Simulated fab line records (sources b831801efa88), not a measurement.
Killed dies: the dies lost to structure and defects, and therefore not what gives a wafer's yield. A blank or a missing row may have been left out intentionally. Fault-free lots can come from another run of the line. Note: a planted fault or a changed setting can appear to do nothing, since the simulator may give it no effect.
2 desks, one fault ; flow sfqLine ; only its own numbers are on each desk; what lay behind them is given at the end

METROLOGY DESK
Means of the sampled wafers that have a number, per lot and without regard to the tool the lot ran on: this is what the gauges read. Any lot whose mean is over 4 standard deviations away from the usual mean is out of limits and marked OUT; that distance is given in the brackets.
Columns: A = M1_OVL at SFQ_M1_OVL_MEAS_911, usual 2 nm
lot;first seen here;A
L831;day 24 00:34;7
L832;day 25 08:01;7
L833;day 25 12:50;-2
L835;day 26 04:43;0
L837;day 28 01:46;1
L838;day 28 07:46;0
L839;day 28 17:22;5
L840;day 29 05:23;10
L841;day 29 17:22;1
L843;day 30 05:22;2
L848;day 32 07:46;3
L850;day 32 22:31;-4
L851;day 33 04:47;3
L852;day 33 10:54;0
L854;day 34 05:38;-1
This desk's verdict: no lot among the 15 shows anything out of limits.

THE TOOL OWNER'S DESK: pecvd-03
The tool's own readings at SFQ_TRILAYER_I0_DEP_PECVD_027 (deposits SiO2 from SiH4/N2O, time 111.11 s, target thk 500 nm): means of the sampled wafers that have a number, for each lot that ran on this tool. Any lot whose mean is over 4 standard deviations away from the usual mean is out of limits and marked OUT; that distance is given in the brackets.
Columns: A = heaterPowerW at SFQ_TRILAYER_I0_DEP_PECVD_027, usual 84 W; B = runLengthS at SFQ_TRILAYER_I0_DEP_PECVD_027, usual 139.0 s; C = throttleValvePct at SFQ_TRILAYER_I0_DEP_PECVD_027, usual 24.8 %
lot;first seen here;A;B;C
L832;day 13 11:14;90;138.9;23.7
L835;day 14 21:46;85;138.9;24.0
L838;day 16 01:32;91;139.2;24.0
L839;day 16 06:20;82;138.9;24.1
L840;day 16 13:38;86;131.2 (-14) OUT;24.9
L841;day 16 22:04;88;131.5 (-14) OUT;24.0
L843;day 17 06:29;89;131.3 (-14) OUT;24.0
L851;day 19 11:05;85;138.8;24.5
This desk's verdict: out of limits on L840, L841, L843, starting with L840 at day 16 13:38 (runLengthS at SFQ_TRILAYER_I0_DEP_PECVD_027). L832, L835, L838, L839, L851: within limits.

PUT TOGETHER
On L840, L841, L843, at day 16 13:38, an alarm was possible from the tool owner's desk.
Metrology desk: nothing out of limits seen.
The metrology desk holds a record of L840, L841, L843, inside its limits.
SFQ_TRILAYER_I0_DEP_PECVD_027 was run on pecvd-03 by each of the lots named.

WHAT THE SIMULATOR HAD PUT IN
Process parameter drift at SFQ_TRILAYER_I0_DEP_PECVD_027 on pecvd-03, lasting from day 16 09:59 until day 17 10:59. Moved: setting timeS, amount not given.
Shown lots that were struck: L840, L841, L843.
Hours from the fault's start to each desk's first reading out of limits: the tool owner's desk, 4.
